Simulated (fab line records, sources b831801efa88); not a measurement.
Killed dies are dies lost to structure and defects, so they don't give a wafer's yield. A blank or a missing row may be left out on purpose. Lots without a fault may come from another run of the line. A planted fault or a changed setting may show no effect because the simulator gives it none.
Which tool did it? | flow sky130 | 12 lots, 36 wafers sampled, at 2 steps of a route of 708

WHAT THE GAUGES READ, wafer by wafer
SKY_VIA3_BOW_MEAS_03. Usual: VIA3_BOW 79 um, standard deviation 7.4.
lot  | measured     | on            | VIA3_BOW (um) | flag
L948 | day 37 20:58 | film_metro-04 | 91 90 81      |
L950 | day 38 21:45 | film_metro-02 | 74 77 76      |
L949 | day 39 03:35 | film_metro-03 | 85 76 85      |
L952 | day 39 12:06 | film_metro-04 | 82 79 89      |
L951 | day 39 17:43 | film_metro-04 | 71 78 85      |
L953 | day 40 07:53 | film_metro-02 | 89 94 82      |
L954 | day 40 07:41 | film_metro-04 | 82 84 72      |
L955 | day 40 11:07 | film_metro-04 | 87 84 86      |
L956 | day 40 17:11 | film_metro-03 | 79 81 80      |
L957 | day 40 22:41 | film_metro-03 | 84 81 78      |
L963 | day 43 13:40 | film_metro-03 | 71 84 87      |
L968 | day 44 02:06 | film_metro-02 | 84 74 78      |

WHICH TOOL RAN EACH LOT (tool, then ch and the chambers of the sampled wafers, then the start)
lot  | SKY_CONTACT_CLEAN_22
L948 | wet_bench-02 ch 2, day 31 01:51
L950 | wet_bench-04 ch 3, day 32 06:09
L949 | wet_bench-02 ch 1, day 32 12:10
L952 | wet_bench-02 ch 3, day 32 19:55
L951 | wet_bench-02 ch 0, day 33 01:33
L953 | wet_bench-04 ch 1, day 33 11:55
L954 | wet_bench-03 ch 1, day 33 15:01
L955 | wet_bench-02 ch 3, day 33 19:38
L956 | wet_bench-04 ch 3, day 34 02:54
L957 | wet_bench-04 ch 3, day 34 08:42
L963 | wet_bench-03 ch 2, day 37 00:34
L968 | wet_bench-03 ch 3, day 37 15:32
- SKY_CONTACT_CLEAN_22: cleans in O3/DIW.

WHAT THE TOOLS THEMSELVES READ (means of the sampled wafers that have a number; where no wafer has one, the mark that the record gives instead)
The record holds no such reading with a usual standard deviation.

THE ANSWER, worked out from the rows above alone
Rule: a lot is off if the mean of its wafers that have a number lies more than 3 standard deviations from the usual mean. A lot without any number at a reading at which 4 lots or more have one is off too. The other lots that the step has rows for count as sound. The gauges are gone through in route order, then the tools' own readings, and for those a lot's mean is taken as printed above. The first step at which some lot is off is used, and at that step the reading that is off furthest; a lot without a number counts as furthest.
No lot is off at any reading shown: from this, nothing can be told.

WHAT THE SIMULATOR HAD PUT IN
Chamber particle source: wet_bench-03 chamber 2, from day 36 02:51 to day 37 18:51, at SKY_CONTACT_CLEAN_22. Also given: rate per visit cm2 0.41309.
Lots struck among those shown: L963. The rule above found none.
